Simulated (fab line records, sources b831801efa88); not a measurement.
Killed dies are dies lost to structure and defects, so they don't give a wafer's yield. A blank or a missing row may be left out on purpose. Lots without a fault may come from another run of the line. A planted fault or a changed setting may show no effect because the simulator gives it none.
Problem report in the 8D (eight disciplines) form, filled by code | flow sky130 | the parts of the form that need people (team, actions taken, sign-off) are left out

1. THE PROBLEM
VIA4_HDPCVD_THK at SKY_VIA4_THK_MEAS_01 reads a mean of 1470 nm on 6 wafers of 2 lots; wafers without a fault read 1736 nm with a standard deviation of 21. That is -13 standard deviations from the usual mean.
First seen on wafer L894.2, day 44 04:14, on film_metro-04. The record holds 33 wafers of 11 lots with a number at this step. Rule for "out", or "out of limits": more than 4 standard deviations from the usual mean. The other wafers with a number count as sound.

2. WHAT IT IS AND WHAT IT IS NOT
question                    | is                           | is not
which readings at this step | VIA4_HDPCVD_THK              | -
which lots                  | L894, L896                   | L888, L889, L890, L891, L892, L893, L903, L909, L910
which wafers of those lots  | all that have a number       | -
read on which gauges        | film_metro-03, film_metro-04 | film_metro-02
when                        | from day 44 04:14            | up to then (18 sound wafers); but 9 sound wafers of L903, L909, L910 came after

3. SUSPECTS, AND WHAT RULES EACH OUT
Counting: a tool at a process step up to the reading stays a suspect if it ran every lot that is out and no sound lot after the first of them.
- the gauge at SKY_VIA4_THK_MEAS_01: ruled out. The wafers that are out were read on 2 gauges (film_metro-03, film_metro-04).
- hdpcvd-02 at SKY_VIA4_HDPCVD_00 (deposits SiO2, target thk 1750 nm, time 291.7 s): kept. It ran every lot that is out, first L894 (day 44 04:02), and no sound lot after that; its last sound lot up to then is L891 (day 43 23:06). Its own readings are out on those wafers: run_length_s.
Left after counting: hdpcvd-02 at SKY_VIA4_HDPCVD_00.

4. THE CAUSE (what the simulator had put in)
Process parameter drift: hdpcvd-02, from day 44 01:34 on, at SKY_VIA4_HDPCVD_00. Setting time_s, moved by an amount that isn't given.
Counting left only this tool.

5. THE CHAIN OF EFFECTS, in route order
Each row: a reading whose mean over the struck wafers that have a number lies more than 3 standard deviations from the usual. Only readings for which the record gives a usual standard deviation are gone through. hours: the time from each lot's start at the first step in this table that gives one to its start at this step, as a median over the lots. sigmas: the change in usual standard deviations.
hours | step                 | reading         | usual   | on struck wafers | change | sigmas
0     | SKY_VIA4_HDPCVD_00   | run_length_s    | 319.2 s | 273.8            | -45.4  | -78
0     | SKY_VIA4_THK_MEAS_01 | VIA4_HDPCVD_THK | 1736 nm | 1470             | -266   | -13
The process steps in it:
- SKY_VIA4_HDPCVD_00: deposits SiO2, target thk 1750 nm, time 291.7 s.

6. WHAT WOULD HAVE CAUGHT IT SOONER
In this record the first reading out of limits at a measuring or inspecting step was taken at day 44 04:14, 3 hours after the fault began at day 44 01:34.
The tool's own readings at SKY_VIA4_HDPCVD_00 were out on every struck wafer that the step has a row for (run_length_s): an alarm limit on them would have fired on the first of those.
Of the lots that are out (2), L896 began SKY_VIA4_HDPCVD_00 on hdpcvd-02 after day 44 04:14. A hold on the tool at that time would have spared it.
